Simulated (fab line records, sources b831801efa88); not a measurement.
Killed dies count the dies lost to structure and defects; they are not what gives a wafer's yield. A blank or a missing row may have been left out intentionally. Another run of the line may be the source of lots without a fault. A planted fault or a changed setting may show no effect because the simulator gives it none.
Split-lot trial + flow gf180mcu + 5 lots, 23 wafers read, on a route of 602 steps

## ON THE SPLIT
At GF_HV_LDD_DEVELOP_30 (develop time 60 s), the setting devTempC was moved away from the recipe's 23 C on 11 of the 23 wafers read, by -7.6% to +5.0%. For the rest of the wafers, this setting stayed at what the recipe calls for.

The file shows no step between the split and the reading.

## THE READING
cdNm (nm) at GF_HV_LDD_CD_MEAS_31, where the cd target is 400 nm. Typical for fault-free wafers on this fab line: 399.1 nm, with standard deviation 2.1 nm.

| wafer  | tool, chamber at the split | devTempC as run, C | against the recipe | cdNm, nm | against lot-mates on the recipe |
|--------|----------------------------|--------------------|--------------------|----------|---------------------------------|
| L074.2 | lithoTrack-02, 0           | 23                 | recipe             | 402.6    | -                               |
| L074.4 | lithoTrack-02, 0           | 23                 | recipe             | 402.5    | -                               |
| L074.6 | lithoTrack-02, 0           | 23                 | recipe             | 402.3    | -                               |
| L076.1 | lithoTrack-02, 0           | 24.16              | +5.0%              | 397.8    | -7.1                            |
| L076.2 | lithoTrack-02, 0           | 24.16              | +5.0%              | 396.6    | -8.2                            |
| L076.3 | lithoTrack-02, 0           | 23                 | recipe             | 405.5    | -                               |
| L076.5 | lithoTrack-02, 0           | 24.16              | +5.0%              | 398.0    | -6.9                            |
| L076.6 | lithoTrack-02, 0           | 23                 | recipe             | 404.2    | -                               |
| L077.1 | lithoTrack-02, 0           | 21.98              | -4.4%              | 401.6    | +3.8                            |
| L077.3 | lithoTrack-02, 0           | 23                 | recipe             | 397.7    | -                               |
| L077.4 | lithoTrack-02, 0           | 23                 | recipe             | 398.0    | -                               |
| L077.5 | lithoTrack-02, 0           | 21.98              | -4.4%              | 402.4    | +4.5                            |
| L077.6 | lithoTrack-02, 0           | 21.98              | -4.4%              | 401.1    | +3.2                            |
| L081.2 | lithoTrack-03, 0           | 23                 | recipe             | 399.7    | -                               |
| L081.3 | lithoTrack-03, 0           | 23                 | recipe             | 396.2    | -                               |
| L081.4 | lithoTrack-03, 0           | 24.07              | +4.7%              | 394.6    | -3.3                            |
| L081.5 | lithoTrack-03, 0           | 24.07              | +4.7%              | 396.0    | -1.9                            |
| L081.6 | lithoTrack-03, 0           | 24.07              | +4.7%              | 395.2    | -2.8                            |
| L084.1 | lithoTrack-03, 0           | 23                 | recipe             | 398.2    | -                               |
| L084.2 | lithoTrack-03, 0           | 21.26              | -7.6%              | 404.6    | +6.2                            |
| L084.3 | lithoTrack-03, 0           | 23                 | recipe             | 398.7    | -                               |
| L084.4 | lithoTrack-03, 0           | 23                 | recipe             | 398.4    | -                               |
| L084.5 | lithoTrack-03, 0           | 21.26              | -7.6%              | 404.5    | +6.1                            |

FIT RESULTS
A straight line over all 23 wafers: cdNm changes by -0.622 nm for each +1% of devTempC; r = -0.72; the points scatter about the line by 2.3 nm.
The same after taking each lot's own level away (the mean of its wafers on the recipe; 23 wafers): -0.93 nm for each +1%; r = -0.93; scatter 1.4 nm.
On that fit, the largest move of devTempC shifts the reading by 7 nm.
The lots' own levels span 397.85 to 404.85 nm, that is 3.3 times the standard deviation above.
So the lot-to-lot level blurs the effect unless lot-mates are compared.
Check: +6.97 nm against its lot-mates is what the line predicts for one of the wafers moved furthest among these (-7.6%) when that wafer is left out of the fit. Against them it came out at +6.17 nm.

## ADDITIONAL SPLITS CARRIED BY THESE WAFERS
Other splits were also applied to these wafers ahead of the reading. Each is held against what the fit with the lots' levels taken away leaves over:
| other split on the same wafers    | wafers away from the commonest value | r with cdNm (lot level and that fit taken away) |
|-----------------------------------|--------------------------------------|-------------------------------------------------|
| GF_POLY_GATE_PEB_08 pebTempC      | 7                                    | -0.08                                           |
| GF_HV_LDD_DEVELOP_06 developTimeS | 10                                   | +0.14                                           |
| GF_HV_LDD_DEVELOP_18 devTempC     | 5                                    | -0.30                                           |

## FILE'S OWN FIT
cdNm changes by -0.911 nm for each +1% of devTempC, r = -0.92.
